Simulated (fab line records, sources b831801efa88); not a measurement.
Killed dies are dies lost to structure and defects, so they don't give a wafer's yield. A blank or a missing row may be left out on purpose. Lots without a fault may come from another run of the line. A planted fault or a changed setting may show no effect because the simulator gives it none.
Problem report in the 8D (eight disciplines) form, filled by code | flow sky130 | the parts of the form that need people (team, actions taken, sign-off) are left out

1. THE PROBLEM
chamber_pressure_pa at SKY_LI_CONTACT_SPUTTER_20 reads a mean of 4.274 Pa on 6 wafers of 2 lots; wafers without a fault read 4.999 Pa with a standard deviation of 0.01. That is -72 standard deviations from the usual mean.
The step: material TiN, target thk 20 nm, time 80 s.
First seen on wafer L463.2, day 32 11:08, on pvd_sputter-02. The record holds 18 wafers of 6 lots with a number at this step. Rule for "out", or "out of limits": more than 4 standard deviations from the usual mean. The other wafers with a number count as sound.

2. WHAT IT IS AND WHAT IT IS NOT
question                    | is                     | is not
which readings at this step | chamber_pressure_pa    | cathode_dc_power_W
which lots                  | L463, L464             | L457, L472, L476, L477
which wafers of those lots  | all that have a number | -
read on which tools         | pvd_sputter-02         | pvd_sputter-01
when                        | from day 32 11:08      | up to then (3 sound wafers); but 9 sound wafers of L472, L476, L477 came after

3. SUSPECTS, AND WHAT RULES EACH OUT
Counting: a tool at a process step up to the reading stays a suspect if it ran every lot that is out and no sound lot after the first of them.
- plasma_asher-01 at SKY_LI_CONTACT_STRIP_16 (strips in O2/N2): kept. It ran every lot that is out, first L463 (day 32 10:36), and no sound lot after that.
- pvd_sputter-02 at SKY_LI_CONTACT_SPUTTER_19 (material Ti, target thk 20 nm, time 106.37 s): ruled out as a lasting fault. Sound lots L476 ran on it after its first lot that is out, L463 (day 32 11:04).
- pvd_sputter-02 at SKY_LI_CONTACT_SPUTTER_20 (material TiN, target thk 20 nm, time 80 s): ruled out as a lasting fault. Sound lots L476 ran on it after its first lot that is out, L463 (day 32 11:08).
Left after counting: plasma_asher-01 at SKY_LI_CONTACT_STRIP_16.

4. THE CAUSE (what the simulator had put in)
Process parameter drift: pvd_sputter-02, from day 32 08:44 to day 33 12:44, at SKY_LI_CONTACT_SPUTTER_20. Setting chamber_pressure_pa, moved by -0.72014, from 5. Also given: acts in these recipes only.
Counting ruled it out, wrongly.

5. THE CHAIN OF EFFECTS, in route order
Each row: a reading whose mean over the struck wafers that have a number lies more than 3 standard deviations from the usual. Only readings for which the record gives a usual standard deviation are gone through. hours: the time from each lot's start at the first step in this table that gives one to its start at this step, as a median over the lots. sigmas: the change in usual standard deviations.
hours | step                      | reading             | usual    | on struck wafers | change | sigmas
0     | SKY_LI_CONTACT_SPUTTER_20 | chamber_pressure_pa | 4.999 Pa | 4.274            | -0.725 | -72
The process steps in it:
- SKY_LI_CONTACT_SPUTTER_20: material TiN, target thk 20 nm, time 80 s.

6. WHAT WOULD HAVE CAUGHT IT SOONER
In this record the first reading out of limits was taken at day 32 11:08, 2 hours after the fault began at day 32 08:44.
